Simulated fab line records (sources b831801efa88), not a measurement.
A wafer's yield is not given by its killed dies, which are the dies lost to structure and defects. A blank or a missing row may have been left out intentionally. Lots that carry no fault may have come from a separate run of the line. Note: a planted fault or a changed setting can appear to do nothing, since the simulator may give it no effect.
Which tool is to blame? :: flow gf180mcu :: 36 wafers from 12 lots sampled at 2 of the route's 602 steps

WHAT EACH GAUGE READ, for each wafer
GF_V4_THK_MEAS_01.
lot: L075
measured: day 24 03:07
on: film-metro-04
V4_CVD_00_THK (nm): 605 602 604

lot: L077
measured: day 24 20:29
on: film-metro-02
V4_CVD_00_THK (nm): 600 589 598

lot: L079
measured: day 25 03:34
on: film-metro-01
V4_CVD_00_THK (nm): 602 603 603

lot: L081
measured: day 25 22:11
on: film-metro-02
V4_CVD_00_THK (nm): 611 606 607

lot: L083
measured: day 27 02:47
on: film-metro-04
V4_CVD_00_THK (nm): 599 603 600

lot: L085
measured: day 27 07:51
on: film-metro-04
V4_CVD_00_THK (nm): 597 597 601

lot: L087
measured: day 28 01:59
on: film-metro-01
V4_CVD_00_THK (nm): 603 605 603

lot: L089
measured: day 28 10:29
on: film-metro-04
V4_CVD_00_THK (nm): 597 600 611

lot: L091
measured: day 29 01:36
on: film-metro-01
V4_CVD_00_THK (nm): 596 590 595

lot: L093
measured: day 29 18:08
on: film-metro-04
V4_CVD_00_THK (nm): 601 598 602

lot: L095
measured: day 30 05:35
on: film-metro-01
V4_CVD_00_THK (nm): 604 605 612

lot: L097
measured: day 30 15:24
on: film-metro-04
V4_CVD_00_THK (nm): 601 614 610

EACH LOT AND THE TOOL THAT RAN IT (in order: tool; ch and the chambers of the sampled wafers; start)
lot: L075
GF_M4_STRIP_17: plasma-asher-04 ch 0,1, day 24 02:10

lot: L077
GF_M4_STRIP_17: plasma-asher-02 ch 1, day 24 19:52

lot: L079
GF_M4_STRIP_17: plasma-asher-04 ch 0,1, day 25 02:59

lot: L081
GF_M4_STRIP_17: plasma-asher-02 ch 0,1, day 25 21:34

lot: L083
GF_M4_STRIP_17: plasma-asher-02 ch 0,1, day 27 02:10

lot: L085
GF_M4_STRIP_17: plasma-asher-04 ch 0,1, day 27 07:14

lot: L087
GF_M4_STRIP_17: plasma-asher-02 ch 0,1, day 28 01:22

lot: L089
GF_M4_STRIP_17: plasma-asher-03 ch 0,1, day 28 09:52

lot: L091
GF_M4_STRIP_17: plasma-asher-03 ch 0,1, day 29 00:58

lot: L093
GF_M4_STRIP_17: plasma-asher-03 ch 0,1, day 29 17:30

lot: L095
GF_M4_STRIP_17: plasma-asher-03 ch 0,1, day 30 04:55

lot: L097
GF_M4_STRIP_17: plasma-asher-02 ch 0,1, day 30 14:47
- GF_M4_STRIP_17: strips in O2/N2.

THE ANSWER, worked out from the rows above alone
Rule: the usual values come from the lots themselves. The widest of any qualifying gaps counts: lots, ordered by their means at a reading, are off when they make up no more than a third of the lots, leave a main group of 4 or more, and stand apart from it by 3 or more times the standard deviation of that group's means. A main group whose means are all the same, to the digits that the tables above print for the reading, isn't used. A lot without any number at a reading at which 4 lots or more have one is off too. Any other lot the step has rows for is counted as sound.
No lot is off on any of the readings shown, so nothing can be concluded from this.

WHAT THE SIMULATOR HAD PUT IN
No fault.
